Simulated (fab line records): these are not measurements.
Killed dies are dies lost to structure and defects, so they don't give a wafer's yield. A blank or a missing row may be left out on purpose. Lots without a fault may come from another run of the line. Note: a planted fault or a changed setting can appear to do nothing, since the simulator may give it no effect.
Which tool did it? ; flow sky130 ; 7 lots, 20 wafers sampled, at 5 steps of a route of 708

WHAT EACH GAUGE READ, for each wafer
SKY_METAL4_CD_MEAS_13 targets a cd of 300 nm.
lot;measured;on;cd_nm (nm)
L918;day 41 21:22;cd_sem-02;300.7 299.5 301.8
L922;day 43 02:46;cd_sem-02;299.1 242.3
L924;day 43 21:41;cd_sem-01;299.0 244.9 298.3
L930;day 46 18:43;cd_sem-01;299.0 298.5 298.9
L934;day 47 08:37;cd_sem-02;297.9 299.6 299.1
L937;day 47 19:56;cd_sem-01;300.8 301.4 300.4
L939;day 48 01:05;cd_sem-02;298.6 297.8 298.0

TOOL THAT RAN EACH LOT (tool first, then ch and the chambers of the sampled wafers, then the start)
lot;SKY_CAPM_STRIP_14;SKY_METAL3_DESCUM_15;SKY_METAL3_METAL_ETCH_18;SKY_METAL4_EXPOSE_10
L918;plasma_asher-04 ch 0,1, day 37 11:23;rie_metal-03 ch 0,1, day 38 14:23;rie_metal-01 ch 0,1, day 38 14:35;krf_scanner-02 ch 0, day 41 08:21
L922;plasma_asher-01 ch 0,1, day 38 21:03;rie_metal-02 ch 0,1, day 39 22:44;rie_metal-01 ch 0,1, day 39 22:53;krf_scanner-02 ch 0, day 42 16:26
L924;plasma_asher-04 ch 0,1, day 39 18:10;rie_metal-03 ch 0, day 40 19:09;rie_metal-02 ch 0,1, day 40 19:18;krf_scanner-02 ch 0, day 43 10:08
L930;plasma_asher-01 ch 0,1, day 42 23:47;rie_metal-01 ch 0,1, day 43 23:26;rie_metal-03 ch 0,1, day 43 23:38;krf_scanner-01 ch 0, day 46 08:20
L934;plasma_asher-03 ch 0,1, day 43 16:54;rie_metal-02 ch 0,1, day 44 15:18;rie_metal-01 ch 0,1, day 44 15:27;krf_scanner-02 ch 0, day 46 22:52
L937;plasma_asher-01 ch 0,1, day 44 05:27;rie_metal-01 ch 0,1, day 45 03:02;rie_metal-03 ch 0,1, day 45 03:11;krf_scanner-01 ch 0, day 47 10:56
L939;plasma_asher-01 ch 0,1, day 44 11:47;rie_metal-02 ch 0,1, day 45 09:44;rie_metal-03 ch 0,1, day 45 09:53;krf_scanner-01 ch 0, day 47 16:16
- SKY_CAPM_STRIP_14: strips in O2/N2.
- SKY_METAL3_DESCUM_15: chemistry O2, time 8 s.
- SKY_METAL3_METAL_ETCH_18: etches the open film in Cl2/BCl3, stops on SiO2, target depth 845 nm, time 183.1 s.
- SKY_METAL4_EXPOSE_10: exposes mask MM4, target cd 300 nm.

THE ANSWER, worked out from the rows above alone
Rule: what is usual is taken from the lots themselves. The widest of any qualifying gaps counts: lots, ordered by their means at a reading, are off when they make up no more than a third of the lots, leave a main group of 4 or more, and stand apart from it by 3 or more times the standard deviation of that group's means. If all means in a main group match to the digits the tables above print for the reading, that group is not used. Also off: a lot with no number at a reading for which 4 or more lots have one. Where the step has rows for the other lots, those lots are counted as sound.
Off: L922, L924, at SKY_METAL4_CD_MEAS_13 (cd_nm). The main group has a mean of 299.5 nm with a standard deviation of 1.1.
If a tool, at a process step before that reading, ran all the lots that are off and no sound lot after the first of them, it fits. The gauges at SKY_METAL4_CD_MEAS_13 are tried like those tools. No candidate that was tried fits.

WHAT THE SIMULATOR HAD INSERTED
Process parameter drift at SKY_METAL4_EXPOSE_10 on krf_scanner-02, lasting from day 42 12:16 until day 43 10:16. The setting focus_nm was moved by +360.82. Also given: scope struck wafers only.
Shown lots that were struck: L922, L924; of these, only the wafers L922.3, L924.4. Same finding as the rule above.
